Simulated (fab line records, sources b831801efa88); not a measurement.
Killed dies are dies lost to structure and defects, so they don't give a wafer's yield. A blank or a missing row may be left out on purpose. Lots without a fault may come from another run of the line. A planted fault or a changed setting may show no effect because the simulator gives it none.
A struck lot beside a sound one | flow sky130 | 16 steps out of a route of 708
Sound: wafers L437.1, L437.2, L437.5. Struck: wafers L440.1, L440.2, L440.6. The cause comes at the end.
At each step with rows: each side's tool, then ch and its chambers, then its first start. Under that, the readings that differ: sound wafers | struck wafers | difference of the means | sigmas: that difference in standard deviations of wafers without a fault.
alike: readings whose means differ by less than 2 such deviations, and words and numbers that are the same on both sides. not compared: withheld readings, readings that some wafer has no value for, bounds like >300 that may hide the same value, and numbers for which the record gives no deviation and whose values overlap.
The two part at a step that has a row with sigmas, a row that says differs or no value, or rows on one side only. Numbers that don't overlap but have no deviation are shown without sigmas and don't part them. A reading that every wafer of one side lacks parts them only if that side has two wafers or more.

first, 8 steps without rows for these wafers: SKY_CONTACT_DEHYDRATE_06 (time 60 s); SKY_CONTACT_HMDS_07 (prime time 60 s); SKY_CONTACT_COAT_08 (resist thk 60 nm); SKY_CONTACT_COAT_09 (resist thk 450 nm); SKY_CONTACT_SOFTBAKE_10 (time 90 s); SKY_CONTACT_EXPOSE_11 (exposes mask CTM1, target cd 170 nm); SKY_CONTACT_PEB_12; SKY_CONTACT_DEVELOP_13 (develop time 60 s).
SKY_CONTACT_CD_MEAS_14: target cd 170 nm.
  sound on cd_sem-01, day 32 00:12; struck on cd_sem-02, day 33 03:57
  alike: cd_nm
SKY_CONTACT_OVL_MEAS_15:
  sound on overlay-01, day 32 00:19; struck on overlay-01, day 33 04:04
  alike: CONTACT_OVL
SKY_CONTACT_ETCH_16: etches BARC in N2/H2, stops on SiO2, time 45.9 s, target depth 60 nm.
  sound on rie_diel-02 ch 0,1,3, day 32 00:22; struck on rie_diel-04 ch 1,2, day 33 04:07
  reading    | sound          | struck            | difference | sigmas
  bias_w (W) | 99.3 99.6 99.4 | 100.5 100.2 100.4 | +0.9       | +3
  alike: chamber_pressure_mTorr, drypump_motor_current_A, oes_product_au, throttle_valve_pct
  not compared: rf_hours_counter_h
SKY_CONTACT_ETCH_17: etches SiO2 in C4F8/O2/Ar, stops on Si3N4, target depth 340 nm.
  sound on rie_diel-02 ch 0,1,3, day 32 00:24; struck on rie_diel-04 ch 1,2, day 33 04:09
  reading               | sound             | struck            | difference | sigmas
  oes_product_au (a.u.) | 0.896 0.902 0.891 | 0.886 0.885 0.886 | -0.011     | -2
  alike: bias_w, chamber_pressure_mTorr
SKY_CONTACT_ETCH_18: etches Si3N4 in CHF3/O2, stops on TiN, time 39 s, target depth 75 nm.
  sound on rie_diel-02 ch 0,1,3, day 32 00:00; struck on rie_diel-04 ch 1,2, day 33 04:00
  no value came back on the struck wafers for any of 5 readings (O2_flow_sccm (sccm), bias_w (W) and others); on the sound wafers O2_flow_sccm (sccm) reads 4.990 4.974 5.021
  reading                                        | sound             | struck            | difference | sigmas
  model.KrF-thick_of_CONTACT_COAT_09.thk_nm (nm) | 242.5 243.1 245.4 | 326.7 326.8 326.5 | +83.0      |
  not compared: rf_hours_counter_h
SKY_CONTACT_STRIP_19: strips in O2/N2.
  sound on plasma_asher-02 ch 0,1, day 32 00:29; struck on plasma_asher-02 ch 0,1, day 33 04:14
  reading                      | sound             | struck            | difference | sigmas
  oes_product_au (a.u.)        | 0.376 0.372 0.388 | 0.417 0.427 0.415 | +0.041     | +8
  strip_time_to_endpoint_s (s) | 3.639 3.603 3.638 | 4.507 4.499 4.506 | +0.877     | +37
  alike: drypump_motor_current_A
  not compared: rf_hours_counter_h
then, 1 step without rows for these wafers: SKY_CONTACT_STRIP_20 (strips in post etch residue remover, time 1200 s).
-- the record jumps here: 14 days lie between the struck wafers' starts before and after (it left off in module CONTACT and takes up again in module PAD_OPEN, whose first step shown is number 708 of the route) --
SKY_PAD_OPEN_PROBE_99:
  sound on prober-02, day 46 05:20; struck on prober-01, day 47 00:11
  reading            | sound    | struck                                                               | difference                   | sigmas
  hold               | - - -    | await_dispo/2.1h/scrap await_dispo/2.1h/scrap await_dispo/2.1h/scrap | no value on the sound wafers |
  killed_at_contacts | 21 23 20 | 429 442 424                                                          | +410                         | +82
  killed_dies        | 83 86 83 | 492 492 492                                                          | +408                         | +44
  killed_on_rim      | 16 13 10 | 96 96 96                                                             | +83                          | +20
  alike: killed_at_M0_to_M3, killed_at_M4_up, killed_at_front_end, killed_at_other, killed_open, killed_short

WHERE THEY PART
First at SKY_CONTACT_ETCH_16; last, within this record, at SKY_PAD_OPEN_PROBE_99.

WHY: what the simulator had put in
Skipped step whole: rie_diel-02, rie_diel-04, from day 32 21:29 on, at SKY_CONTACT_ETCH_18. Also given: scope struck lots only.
